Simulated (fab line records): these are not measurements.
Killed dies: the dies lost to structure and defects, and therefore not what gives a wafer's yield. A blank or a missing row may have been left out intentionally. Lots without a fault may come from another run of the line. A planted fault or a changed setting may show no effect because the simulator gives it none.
Which tool was responsible? ; flow sfqLine ; 15 lots, 45 wafers sampled, at 2 steps of a route of 325

## WHAT THE GAUGES SHOWED, per wafer
SFQ_M2_RS_MEAS_914: a four-point-probe measurement.
lot;measured;on;M2_NB_RS (ohm/sq)
L830;day 30 02:53;filmMetro-03;0.878 0.881 0.880
L831;day 30 06:41;filmMetro-02;0.887 0.895 0.895
L832;day 30 17:19;filmMetro-02;0.881 0.882 0.878
L833;day 31 05:52;filmMetro-01;0.879 0.889 0.878
L834;day 31 19:49;filmMetro-01;0.876 0.875 0.875
L835;day 31 23:24;filmMetro-03;0.877 0.876 0.875
L837;day 33 04:25;filmMetro-03;0.888 0.888 0.902
L840;day 33 14:25;filmMetro-01;0.445 0.448 0.445
L842;day 33 20:29;filmMetro-03;0.887 0.892 0.871
L844;day 34 01:32;filmMetro-01;0.439 0.447 0.440
L845;day 34 02:19;filmMetro-01;0.900 0.909 0.905
L846;day 34 03:28;filmMetro-02;0.871 0.877 0.892
L847;day 34 04:40;filmMetro-02;0.883 0.881 0.880
L849;day 34 08:32;filmMetro-03;0.438 0.445 0.442
L852;day 34 14:22;filmMetro-01;0.887 0.890 0.885

## TOOL THAT RAN EACH LOT (tool first, then ch and the chambers of the sampled wafers, then the start)
lot;SFQ_TRILAYER_M2_DEP_SPUTTER_055
L830;pvdSputter-03, day 30 02:47
L831;pvdSputter-06, day 30 06:35
L832;pvdSputter-03, day 30 17:11
L833;pvdSputter-03, day 31 05:47
L834;pvdSputter-03, day 31 19:43
L835;pvdSputter-05, day 31 23:18
L837;pvdSputter-05, day 33 04:20
L840;pvdSputter-05, day 33 14:03
L842;pvdSputter-03, day 33 20:21
L844;pvdSputter-03, day 34 01:09
L845;pvdSputter-06, day 34 02:11
L846;pvdSputter-03, day 34 03:23
L847;pvdSputter-05, day 34 04:35
L849;pvdSputter-05, day 34 08:12
L852;pvdSputter-05, day 34 14:16
- SFQ_TRILAYER_M2_DEP_SPUTTER_055: material Nb, target thk 200 nm, time 133.3 s.

## AS READ BY THE TOOLS THEMSELVES (means over the sampled wafers that have a number; for cases with no such wafer, the mark the record gives instead)
SFQ_TRILAYER_M2_DEP_SPUTTER_055.
lot;tool;throttleValvePct (%)
L830;pvdSputter-03;29.7
L831;pvdSputter-06;29.7
L832;pvdSputter-03;29.8
L833;pvdSputter-03;29.8
L834;pvdSputter-03;29.7
L835;pvdSputter-05;29.4
L837;pvdSputter-05;29.4
L840;pvdSputter-05;30.0
L842;pvdSputter-03;29.9
L844;pvdSputter-03;29.3
L845;pvdSputter-06;29.6
L846;pvdSputter-03;30.0
L847;pvdSputter-05;29.6
L849;pvdSputter-05;29.9
L852;pvdSputter-05;28.9

## THE ANSWER, worked out from the rows above alone
Rule: usual is defined by the lots themselves. Put in order of their means at a reading, lots are off if they are a third of the lots or fewer, leave a main group of 4 or more, and stand apart from it by a gap of 3 or more times the standard deviation of the main group's means; of several such gaps the widest counts. The tables above print the reading to a certain number of digits; a main group whose means all agree to those digits is not used. A lot without any number at a reading at which 4 lots or more have one is off too. The other lots that the step has rows for count as sound. First the gauges in route order, then the tools' own readings, where a lot's mean is used as printed above. The first step at which some lot is off is used, and at that step the reading that is off furthest; a lot without a number counts as furthest.
Off: L840, L844, L849, seen at SFQ_M2_RS_MEAS_914 (M2_NB_RS). For the main group the mean is 0.885 ohm/sq and the standard deviation 0.008.
A tool fits if, at a process step before that reading, it ran every lot that is off, and no sound lot after the first of them. The gauges at SFQ_M2_RS_MEAS_914 are tried like those tools. Of those tried, none fits.

## WHAT THE SIMULATOR PUT IN
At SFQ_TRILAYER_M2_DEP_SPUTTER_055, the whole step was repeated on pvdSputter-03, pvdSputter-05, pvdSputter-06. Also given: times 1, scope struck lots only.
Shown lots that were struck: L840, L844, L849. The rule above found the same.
